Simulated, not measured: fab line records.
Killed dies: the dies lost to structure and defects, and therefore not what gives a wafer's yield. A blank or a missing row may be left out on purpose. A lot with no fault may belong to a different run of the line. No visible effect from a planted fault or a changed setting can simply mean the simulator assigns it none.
8D (eight disciplines) problem report, filled in by code || flow sky130 || the parts of the form that need people (team, actions taken, sign-off) are left out

1. WHAT WENT WRONG
rf fwd power W at SKY_PASSIVATION_ETCH_11 reads a mean of 925.1 W on 3 wafers of 2 lots; wafers without a fault read 796.9 W with a standard deviation of 2.8. That puts it +46 standard deviations away from the usual mean.
The step: etches the open film in CF4/O2, stops on AlCu, target depth 725 nm, time 161.1 s.
Seen first at day 47 10:22 on rie diel-01, wafer L597.4. The record holds 33 wafers of 11 lots with a number at this step. The rule behind "out" and "out of limits": a value lying over 4 standard deviations away from the usual mean. The rest of the wafers with a number are treated as sound.

2. WHAT IT IS AND WHAT IT IS NOT
{"question": "which readings at this step", "is": "rf fwd power W", "is not": "drypump motor current A, oes product au"}
{"question": "which lots", "is": "L597, L602", "is not": "L587, L588, L590, L592, L598, L603, L606, L609, L610"}
{"question": "which wafers of those lots", "is": "L597.4, L602.2, L602.6", "is not": "L597.2, L597.6, L602.4"}
{"question": "read on which tools", "is": "rie diel-01", "is not": "rie diel-02, rie diel-03"}
{"question": "when", "is": "from day 47 10:22", "is not": "up to then (14 sound wafers); but 16 sound wafers of L598, L602, L603, L606, L609, L610 came after"}

3. THE SUSPECTS, EACH WITH WHAT RULES IT OUT
Counting: if a tool at a process step up to the reading ran every lot that is out, it stays a suspect. Sound lots after the first of them don't rule it out here, since some wafers of a struck lot are sound.
- rie diel-01 at SKY_PASSIVATION_ETCH_11 (etches the open film in CF4/O2, stops on AlCu, target depth 725 nm, time 161.1 s): kept. It ran every lot that is out, first L597 (day 47 10:22); its last sound lot up to then is L592 (day 46 00:01). Out on those wafers are its own readings of rf fwd power W.
- In rie diel-01 at SKY_PASSIVATION_ETCH_11, the wafers that are out were processed in chamber 3 and their sound lot-mates in chambers 0, 2.
Left after counting: rie diel-01 at SKY_PASSIVATION_ETCH_11.

4. THE CAUSE (what the simulator had put in)
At SKY_PASSIVATION_ETCH_11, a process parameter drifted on rie diel-01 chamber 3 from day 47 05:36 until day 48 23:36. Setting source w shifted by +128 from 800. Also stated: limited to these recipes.
The count eliminated every tool but this one.

5. SEQUENCE OF EFFECTS, ordered by route
Each row: a reading where the mean over the struck wafers with a number is more than 3 standard deviations away from the usual. Readings are gone through only where the record gives a usual standard deviation; hours: the median, over the lots, of the time from a lot's start at the first step in this table giving one to that lot's start at this step; sigmas: the change measured in usual standard deviations.
{"hours": 0, "step": "SKY_PASSIVATION_ETCH_11", "reading": "rf fwd power W", "usual": "796.9 W", "on struck wafers": 925.1, "change": "+128.2", "sigmas": "+46"}
{"hours": 0, "step": "SKY_PASSIVATION_STRIP_12", "reading": "strip time to endpoint s", "usual": "31.51 s", "on struck wafers": 30.79, "change": -0.72, "sigmas": -4.8}
Here are the process steps it includes:
- SKY_PASSIVATION_ETCH_11: etches the open film in CF4/O2, stops on AlCu, target depth 725 nm, time 161.1 s.
- SKY_PASSIVATION_STRIP_12: strips in O2/N2.

6. WHAT WOULD HAVE CAUGHT IT SOONER
5 hours passed between the start of the fault at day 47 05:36 and the first reading out of limits in this record, taken at day 47 10:22.
